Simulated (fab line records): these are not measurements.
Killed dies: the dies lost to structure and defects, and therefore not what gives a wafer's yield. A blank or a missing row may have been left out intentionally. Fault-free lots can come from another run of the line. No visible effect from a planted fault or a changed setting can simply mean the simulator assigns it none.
fab line records	flow sky130
record lots=7	wafers=21	lastDay=50
route steps=708 shown NWELL@77 PWDE@84 VT_ADJUST_HVTP@85 PAD_OPEN@708
lots with no fault: from the same line, run without faults
startH: start of the lot's first displayed wafer, in hours after the record's first day	waitH: hours elapsed since this lot's preceding step	" the same as in the row above	L1.1+2: a row that stands for several wafers	- no value, or no start given	* or withheld: withheld	< > ~ a bound
route shown NAME@n: a module of which the file shows steps, and the number in the route of the first	usual: average and standard deviation across the fault-free wafers	same: alike in all rows	chamber/n: place in a boat	sites: the reading at each site	_std_site: the values' standard deviation	_edge_site: outer sites' mean less inner sites'	radiusMm: for every site, how far away it sits from the centre of the wafer	mask NAME#n: copy n	behind: the tool/chamber that last shaped the wafer	hold: why the lot was held/for how many hours/how that ended	device: whichever transistor did not switch (one of n, p or np)	end of line: tests of these same wafers at the route's end	a step without rows: its recipe alone	killed: not the wafer's yield, but the dies lost to structure and defects at the first sort	map: the dies of a wafer, with x for killed, . for not killed, _ for no die there
set.NAME: the setting the step ran with; set.NAME@STEP: the setting that earlier step ran with	model.NAME: the simulator's own value behind a step, which no gauge read
lots at some steps of the route; a table a step, a row a wafer
services: from which hour (startH, from the record's first day; less than 0 if before it) a tool's chamber was out of use, for how many hours, and why
## steps
# step SKY_NWELL_IMPLANT_24
# recipe species=B	energyKev=140	doseCm2=9.2e+12	tiltDeg=withheld
# step SKY_NWELL_STRIP_25
# recipe chemistry=O2/N2	powerW=1400	pressureMtorr=1500	platenTempC=withheld	o2FlowSccm=3000	n2FlowSccm=300	overashFraction=0.5
# usual drypumpMotorCurrentA=6.0/0.54	oesProductAu=0.723/0.0043	stripTimeToEndpointS=36.93/0.1
# same overashFraction=0.5
lot.wafer	tool	chamber	startH	waitH	drypumpMotorCurrentA	oesProductAu	rfHoursCounterH	stripTimeToEndpointS
L900.1	plasmaAsher-02	1	108.67	0.1	6.5	0.723	44	36.88
L900.2	"	0	"	"	5.2	0.721	44	36.88
L900.4	"	0	"	"	5.2	0.714	-	36.91
L909.3	plasmaAsher-01	1	153.21	0.1	6.5	0.726	-	37.06
L909.5	"	0	"	"	5.8	0.723	-	37.22
L909.6	"	1	"	"	6.5	0.727	-	37.08
L914.2	plasmaAsher-02	0	182.47	0.1	5.2	0.724	51	36.77
L914.5	"	0	"	"	5.2	0.731	-	36.84
L914.6	"	1	"	"	6.6	0.721	-	36.78
L915.2	plasmaAsher-04	0	186.76	0.1	6.5	0.718	6	37.07
L915.3	"	1	"	"	5.4	0.728	-	37.02
L915.6	"	0	"	"	6.5	0.723	-	36.93
L917.1	plasmaAsher-01	0	202.56	0.1	5.8	0.731	53	36.96
L917.5	"	0	"	"	5.8	0.722	-	36.92
L917.6	"	1	"	"	6.5	0.716	-	36.95
L923.3	plasmaAsher-02	1	253.19	0.1	6.6	0.724	-	36.95
L923.5	"	1	"	"	6.5	0.714	-	37.01
L923.6	"	0	"	"	5.2	0.722	-	36.94
L922.1	plasmaAsher-01	0	254.51	0.1	5.8	0.724	58	36.86
L922.5	"	1	"	"	6.4	0.721	-	36.87
L922.6	"	0	"	"	5.8	0.723	-	36.77
# step SKY_NWELL_TW_MEAS_26
# usual NWELL_2_TW=494/3.3
lot.wafer	tool	chamber	startH	waitH	NWELL_2_TW
L900.1	filmMetro-02	-	108.77	0.1	494
L900.2	"	-	"	"	495
L900.4	"	-	"	"	494
L909.3	filmMetro-03	-	153.29	0.1	495
L909.5	"	-	"	"	495
L909.6	"	-	"	"	492
L914.2	filmMetro-01	-	182.58	0.1	498
L914.5	"	-	"	"	496
L914.6	"	-	"	"	499
L915.2	filmMetro-01	-	186.87	0.1	496
L915.3	"	-	"	"	495
L915.6	"	-	"	"	495
L917.1	filmMetro-03	-	202.66	0.1	493
L917.5	"	-	"	"	493
L917.6	"	-	"	"	491
L923.3	filmMetro-03	-	253.28	0.1	492
L923.5	"	-	"	"	493
L923.6	"	-	"	"	493
L922.1	filmMetro-03	-	254.76	0.2	494
L922.5	"	-	"	"	494
L922.6	"	-	"	"	494
# step SKY_NWELL_CLEAN_27
# recipe chemistry=SC1/SC2	mix=1:4:20	tempC=70	timeS=142.7	dry=n2Spin
# step SKY_NWELL_RTA_28
# recipe tempC=1050	timeS=30	idleTempC=650	rampUpCPerS=150	rampDownCPerS=90	ambient=N2
# usual lampPowerPct=25.31/0.049	rampDownCPerS=89.997/0.017	wafer_temp_C_max=1054.8/1
lot.wafer	tool	chamber	startH	waitH	lampPowerPct	rampDownCPerS	wafer_temp_C_max
L900.1	rtpAnneal-01	0	108.88	0.0	25.32	90.006	1055.1
L900.2	"	0	"	"	25.30	90.001	1053.6
L900.4	"	0	"	"	25.32	89.995	1054.2
L909.3	rtpAnneal-01	0	153.42	0.0	25.31	90.022	1053.6
L909.5	"	0	"	"	25.28	89.999	1055.1
L909.6	"	0	"	"	25.31	89.980	1055.1
L914.2	rtpAnneal-02	0	182.71	0.0	25.33	89.988	1055.6
L914.5	"	0	"	"	25.32	89.989	1053.9
L914.6	"	0	"	"	25.32	90.004	1054.3
L915.2	rtpAnneal-01	0	186.99	0.0	25.27	90.010	1054.5
L915.3	"	0	"	"	25.29	89.992	1054.3
L915.6	"	0	"	"	25.29	89.979	1055.6
L917.1	rtpAnneal-01	0	202.77	0.0	25.30	90.019	1056.3
L917.5	"	0	"	"	25.36	89.957	1057.1
L917.6	"	0	"	"	25.26	90.005	1056.3
L923.3	rtpAnneal-02	0	253.40	0.0	25.29	90.000	1054.0
L923.5	"	0	"	"	25.33	89.973	1056.6
L923.6	"	0	"	"	25.31	89.965	1057.9
L922.1	rtpAnneal-01	0	254.88	0.0	25.23	89.982	1055.4
L922.5	"	0	"	"	25.29	89.999	1054.1
L922.6	"	0	"	"	25.31	90.024	1056.9
# step SKY_NWELL_RS_MEAS_29
# recipe thkMeasGauge=four-point-probe
# usual NWELL_RS=624.9/1.3
lot.wafer	tool	chamber	startH	waitH	NWELL_RS[ohm/sq]
L900.1	filmMetro-03	-	108.98	0.1	626.2
L900.2	"	-	"	"	626.6
L900.4	"	-	"	"	624.7
L909.3	filmMetro-02	-	153.52	0.1	628.5
L909.5	"	-	"	"	626.9
L909.6	"	-	"	"	627.1
L914.2	filmMetro-01	-	182.90	0.2	623.5
L914.5	"	-	"	"	624.4
L914.6	"	-	"	"	626.3
L915.2	filmMetro-01	-	187.09	0.1	625.1
L915.3	"	-	"	"	624.3
L915.6	"	-	"	"	624.3
L917.1	filmMetro-01	-	202.87	0.1	627.2
L917.5	"	-	"	"	624.8
L917.6	"	-	"	"	625.9
L923.3	filmMetro-01	-	253.51	0.1	627.6
L923.5	"	-	"	"	625.0
L923.6	"	-	"	"	627.1
L922.1	filmMetro-03	-	254.98	0.1	625.9
L922.5	"	-	"	"	624.6
L922.6	"	-	"	"	625.4
# step SKY_NWELL_RS_MEAS_31
# recipe thkMeasGauge=four-point-probe
# usual PWDE_RS=5275/20
lot.wafer	tool	chamber	startH	waitH	PWDE_RS[ohm/sq]
L900.1	filmMetro-03	-	109.22	0.1	5274
L900.2	"	-	"	"	5271
L900.4	"	-	"	"	5294
L909.3	filmMetro-02	-	153.76	0.1	5280
L909.5	"	-	"	"	5249
L909.6	"	-	"	"	5255
L914.2	filmMetro-01	-	183.14	0.1	5252
L914.5	"	-	"	"	5267
L914.6	"	-	"	"	5256
L915.2	filmMetro-01	-	187.33	0.1	5284
L915.3	"	-	"	"	5288
L915.6	"	-	"	"	5290
L917.1	filmMetro-01	-	203.11	0.1	5297
L917.5	"	-	"	"	5271
L917.6	"	-	"	"	5293
L923.3	filmMetro-01	-	253.75	0.1	5297
L923.5	"	-	"	"	5289
L923.6	"	-	"	"	5270
L922.1	filmMetro-03	-	255.22	0.1	5287
L922.5	"	-	"	"	5295
L922.6	"	-	"	"	5300
# step SKY_VT_ADJUST_HVTP_DEHYDRATE_00
# recipe tempC=200	timeS=60
# step SKY_VT_ADJUST_HVTP_HMDS_01
# recipe primeTimeS=60	primeTempC=120
# step SKY_VT_ADJUST_HVTP_COAT_02
# recipe resist=NOVOLAK	spinRpm=3000	resistThkNm=1140
# step SKY_VT_ADJUST_HVTP_SOFTBAKE_03
# recipe tempC=90	timeS=60	resist=NOVOLAK
# step SKY_VT_ADJUST_HVTP_EXPOSE_04
# recipe maskId=HVTPM	na=0.6	sourceShape=conventional	sigmaOuter=0.6	polarization=unpolarized	targetCdNm=380	doseMj=140
# usual exposureDoseMJCm2=139.93/0.16
lot.wafer	tool	chamber	startH	waitH	mask	exposureDoseMJCm2
L900.1	ilineStepper-02	0	118.00	-	HVTPM#0	139.96
L900.2	"	0	"	"	HVTPM#0	140.02
L900.4	"	0	"	"	HVTPM#0	139.82
L909.3	ilineStepper-02	0	163.95	-	HVTPM#0	140.18
L909.5	"	0	"	"	HVTPM#0	140.13
L909.6	"	0	"	"	HVTPM#0	139.90
L914.2	ilineStepper-02	0	193.34	-	HVTPM#0	137.10
L914.5	"	0	"	"	HVTPM#0	136.80
L914.6	"	0	"	"	HVTPM#0	136.98
L915.2	ilineStepper-02	0	197.59	-	HVTPM#0	137.06
L915.3	"	0	"	"	HVTPM#0	137.00
L915.6	"	0	"	"	HVTPM#0	136.96
L917.1	ilineStepper-02	0	214.46	-	HVTPM#0	138.05
L917.5	"	0	"	"	HVTPM#0	138.08
L917.6	"	0	"	"	HVTPM#0	138.07
L923.3	ilineStepper-01	0	265.94	-	HVTPM#0	139.78
L923.5	"	0	"	"	HVTPM#0	139.84
L923.6	"	0	"	"	HVTPM#0	139.98
L922.1	ilineStepper-01	0	267.61	-	HVTPM#0	139.63
L922.5	"	0	"	"	HVTPM#0	139.97
L922.6	"	0	"	"	HVTPM#0	139.80
# step SKY_VT_ADJUST_HVTP_PEB_05
# recipe tempC=withheld	timeS=*	resist=NOVOLAK
# step SKY_PAD_OPEN_PROBE_99
# usual killed_at_M0_to_M3=43/6.8	killed_at_M4_up=3.2/1.9	killedAtContacts=24/5	killedAtFrontEnd=16/4.9	killedAtOther=0.4/0.76	killedDies=87/10	killedOpen=47/7.3	killedShort=39/6.2
# same grossDies=492	killedAtBackSide=0
lot.wafer	tool	chamber	startH	waitH	killed_at_M0_to_M3	killed_at_M4_up	killedAtContacts	killedAtFrontEnd	killedAtOther	killedDies	killedOpen	killedShort
L900.1	prober-02	-	1067.98	0.1	46	3	20	19	0	88	45	43
L900.2	prober-02	-	1068.03	0.1	40	6	30	24	1	101	51	49
L900.4	prober-02	-	1068.13	0.2	37	6	19	9	0	71	36	35
L909.3	prober-01	-	1126.95	0.2	39	1	26	15	0	81	39	42
L909.5	prober-01	-	1127.05	0.2	40	0	35	15	1	91	52	39
L909.6	prober-01	-	1127.10	0.2	53	5	28	13	0	99	46	53
L914.2	prober-02	-	1151.46	0.1	43	3	27	17	0	90	39	51
L914.5	prober-02	-	1151.61	0.2	29	1	33	14	0	77	41	36
L914.6	prober-02	-	1151.66	0.2	35	3	33	17	0	88	47	41
L915.2	prober-01	-	1157.97	0.1	30	2	24	11	0	67	39	28
L915.3	prober-01	-	1158.02	0.2	36	2	23	12	1	74	39	35
L915.6	prober-01	-	1158.17	0.2	46	1	22	16	0	85	44	41
L917.1	prober-01	-	1165.21	0.1	35	2	17	19	0	73	41	31
L917.5	prober-01	-	1165.41	0.2	38	3	33	20	0	94	51	43
L917.6	prober-01	-	1165.46	0.2	42	5	22	15	0	84	43	41
L923.3	prober-02	-	1201.91	0.2	54	0	26	15	0	95	51	43
L923.5	prober-02	-	1202.01	0.2	49	3	22	15	0	89	44	43
L923.6	prober-02	-	1202.06	0.2	31	4	22	10	0	67	31	36
L922.1	prober-01	-	1208.75	0.1	34	3	23	14	0	74	41	33
L922.5	prober-01	-	1208.95	0.2	49	7	24	12	0	92	56	35
L922.6	prober-01	-	1209.00	0.2	41	8	14	14	1	78	36	42
# killed by level:class
L900.1 VIA1:geometricParticle:open=14 METAL3:geometricParticle:short=6 CONTACT:geometricParticle:open=5 LI_CONTACT:geometricParticle:open=5 METAL1:geometricParticle:short=5 VIA3:geometricParticle:open=5 FIELD_ISO:geometricParticle:short=4 POLY_GATE:geometricParticle:short=4
L900.2 CONTACT:geometricParticle:open=13 VIA1:geometricParticle:open=10 FIELD_ISO:geometricParticle:short=7 POLY_GATE:geometricParticle:short=6 LI_CONTACT:geometricParticle:open=6 METAL1:geometricParticle:short=5 VIA1:geometricParticle:short=5 FIELD_ISO:geometricParticle:open=4
L900.4 VIA1:geometricParticle:open=11 CONTACT:geometricParticle:open=7 CONTACT:geometricParticle:short=6 VIA1:geometricParticle:short=6 VIA2:geometricParticle:open=5 METAL4:geometricParticle:short=5 POLY_GATE:geometricParticle:open=4 METAL1:geometricParticle:short=4
L909.3 CONTACT:geometricParticle:open=9 LI_CONTACT:geometricParticle:open=8 VIA1:geometricParticle:open=6 LOCAL_INTERCONNECT:geometricParticle:short=5 VIA1:geometricParticle:short=5 METAL1:geometricParticle:short=5 METAL2:geometricParticle:short=5 VIA3:geometricParticle:short=5
L909.5 CONTACT:geometricParticle:open=14 LI_CONTACT:geometricParticle:open=9 CONTACT:geometricParticle:short=7 VIA1:geometricParticle:open=7 VIA3:geometricParticle:open=7 METAL1:geometricParticle:short=6 VIA2:geometricParticle:open=6 VIA3:geometricParticle:short=5
L909.6 VIA1:geometricParticle:open=15 VIA1:geometricParticle:short=10 CONTACT:geometricParticle:open=8 CONTACT:geometricParticle:short=7 METAL1:geometricParticle:short=7 POLY_GATE:geometricParticle:open=5 LI_CONTACT:geometricParticle:open=5 LOCAL_INTERCONNECT:geometricParticle:short=5
L914.2 METAL1:geometricParticle:short=10 VIA1:geometricParticle:open=9 CONTACT:geometricParticle:open=9 VIA1:geometricParticle:short=7 FIELD_ISO:geometricParticle:open=6 LOCAL_INTERCONNECT:geometricParticle:short=6 POLY_GATE:geometricParticle:short=5 LI_CONTACT:geometricParticle:short=4
L914.5 CONTACT:geometricParticle:open=10 LI_CONTACT:geometricParticle:open=9 CONTACT:geometricParticle:short=7 VIA1:geometricParticle:open=7 POLY_GATE:geometricParticle:short=4 LOCAL_INTERCONNECT:geometricParticle:short=4 METAL1:geometricParticle:short=4 METAL2:geometricParticle:short=4
L914.6 LI_CONTACT:geometricParticle:open=11 VIA1:geometricParticle:open=10 CONTACT:geometricParticle:open=9 LOCAL_INTERCONNECT:geometricParticle:short=5 POLY_GATE:geometricParticle:short=4 LI_CONTACT:geometricParticle:short=4 CONTACT:geometricParticle:short=4 METAL2:geometricParticle:short=4
L915.2 VIA1:geometricParticle:open=10 CONTACT:geometricParticle:open=9 LI_CONTACT:geometricParticle:open=8 VIA3:geometricParticle:open=5 FIELD_ISO:geometricParticle:short=4 POLY_GATE:geometricParticle:short=4 METAL1:geometricParticle:short=4 CONTACT:geometricParticle:short=3
L915.3 VIA1:geometricParticle:open=12 CONTACT:geometricParticle:open=7 VIA1:geometricParticle:short=6 LI_CONTACT:geometricParticle:open=5 POLY_GATE:geometricParticle:short=4 CONTACT:geometricParticle:short=4 METAL3:geometricParticle:short=4 POLY_GATE:geometricParticle:open=3
L915.6 VIA1:geometricParticle:open=14 CONTACT:geometricParticle:open=8 METAL2:geometricParticle:short=8 VIA3:geometricParticle:open=6 CONTACT:geometricParticle:short=5 SPACER:geometricParticle:short=4 LI_CONTACT:geometricParticle:short=4 LI_CONTACT:geometricParticle:open=4
L917.1 VIA2:geometricParticle:open=8 FIELD_ISO:geometricParticle:open=7 POLY_GATE:geometricParticle:short=6 LI_CONTACT:geometricParticle:open=5 VIA1:geometricParticle:open=5 LOCAL_INTERCONNECT:geometricParticle:short=4 CONTACT:geometricParticle:open=4 VIA3:geometricParticle:open=4
L917.5 CONTACT:geometricParticle:open=12 VIA1:geometricParticle:open=8 LI_CONTACT:geometricParticle:open=7 CONTACT:geometricParticle:short=7 VIA2:geometricParticle:open=6 VIA1:geometricParticle:short=6 POLY_GATE:geometricParticle:short=5 LOCAL_INTERCONNECT:geometricParticle:short=5
L917.6 VIA1:geometricParticle:open=10 LOCAL_INTERCONNECT:geometricParticle:short=7 CONTACT:geometricParticle:open=6 METAL2:geometricParticle:short=6 LI_CONTACT:geometricParticle:open=5 VIA3:geometricParticle:open=5 METAL1:geometricParticle:short=5 FIELD_ISO:geometricParticle:open=4
L923.3 VIA1:geometricParticle:open=12 VIA2:geometricParticle:open=10 CONTACT:geometricParticle:open=10 METAL1:geometricParticle:short=10 VIA2:geometricParticle:short=8 LI_CONTACT:geometricParticle:open=7 FIELD_ISO:geometricParticle:short=5 CONTACT:geometricParticle:short=4
L923.5 VIA1:geometricParticle:open=11 CONTACT:geometricParticle:open=8 METAL1:geometricParticle:short=7 VIA1:geometricParticle:short=7 LI_CONTACT:geometricParticle:open=6 VIA2:geometricParticle:open=6 METAL2:geometricParticle:short=4 FIELD_ISO:geometricParticle:short=3
L923.6 VIA1:geometricParticle:open=9 LI_CONTACT:geometricParticle:short=5 LOCAL_INTERCONNECT:geometricParticle:short=5 CONTACT:geometricParticle:open=5 METAL1:geometricParticle:short=5 VIA1:geometricParticle:short=5 POLY_GATE:geometricParticle:open=3 LI_CONTACT:geometricParticle:open=3
L922.1 CONTACT:geometricParticle:open=10 VIA3:geometricParticle:open=8 VIA1:geometricParticle:open=7 LI_CONTACT:geometricParticle:open=6 VIA1:geometricParticle:short=6 VIA3:geometricParticle:short=5 FIELD_ISO:geometricParticle:open=4 FIELD_ISO:geometricParticle:short=4
L922.5 VIA1:geometricParticle:open=15 LI_CONTACT:geometricParticle:open=11 VIA3:geometricParticle:open=11 CONTACT:geometricParticle:open=6 METAL2:geometricParticle:short=6 CONTACT:geometricParticle:short=5 VIA2:geometricParticle:short=5 FIELD_ISO:geometricParticle:open=4
L922.6 VIA1:geometricParticle:open=9 METAL2:geometricParticle:short=8 METAL4:geometricParticle:short=7 LI_CONTACT:geometricParticle:open=5 LOCAL_INTERCONNECT:geometricParticle:short=4 CONTACT:geometricParticle:open=4 METAL1:geometricParticle:short=4 VIA2:geometricParticle:open=4
## services
tool	chamber	startH	hours	kind
plasmaAsher-02	-	87.87	0.4	repair
plasmaAsher-02	-	92.71	2.8	pm
plasmaAsher-04	-	94.85	8.8	repair
plasmaAsher-01	-	101.14	1.3	repair
ilineStepper-02	-	103.54	12.4	repair
plasmaAsher-04	-	108.75	9.0	pm
plasmaAsher-04	0	108.75	9.0	ventCycle
plasmaAsher-04	1	108.75	9.0	ventCycle
plasmaAsher-04	0	117.75	-	clean
plasmaAsher-04	1	117.75	-	clean
ilineStepper-02	-	121.28	4.4	pm
ilineStepper-02	-	128.10	1.7	pm
plasmaAsher-01	-	157.31	2.8	pm
ilineStepper-01	-	173.76	1.2	repair
ilineStepper-01	0	187.49	-	calibration
ilineStepper-02	0	253.01	-	calibration
ilineStepper-01	-	263.63	1.7	pm
## key
firstSign step=SKY_VT_ADJUST_HVTP_EXPOSE_04	reading=exposureDoseMJCm2	direction=down	sigmas=16	usual=*	struck=*
effect none on later readings
metAt SKY_VT_ADJUST_HVTP_EXPOSE_04
struckWafers L914.2,L914.5,L914.6,L915.2,L915.3,L915.6,L917.1,L917.5,L917.6
testerLeftOut L914,L915,L917
loopTrim step=SKY_VT_ADJUST_HVTP_EXPOSE_04	setting=dose	lots=L917
onsetBetween 163.95 193.34
fault kind=processParameterDrift	tool=ilineStepper-02	chamber=-	onsetH=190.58	steps=SKY_VT_ADJUST_HVTP_EXPOSE_04	channel=doseMj	offset=-2.9849	shape=step	actsIn=theseRecipesOnly	stated=140
# testerLeftOut: of these lots the tester's yield and bins aren't shown, on N5 and GAA mostly nor the transistor test; their killed dies are dies lost to structure and defects alone, not to doping, threshold or leakage, so they don't give the yield
# loopTrim: a control loop set the setting to another value than it would have without faults
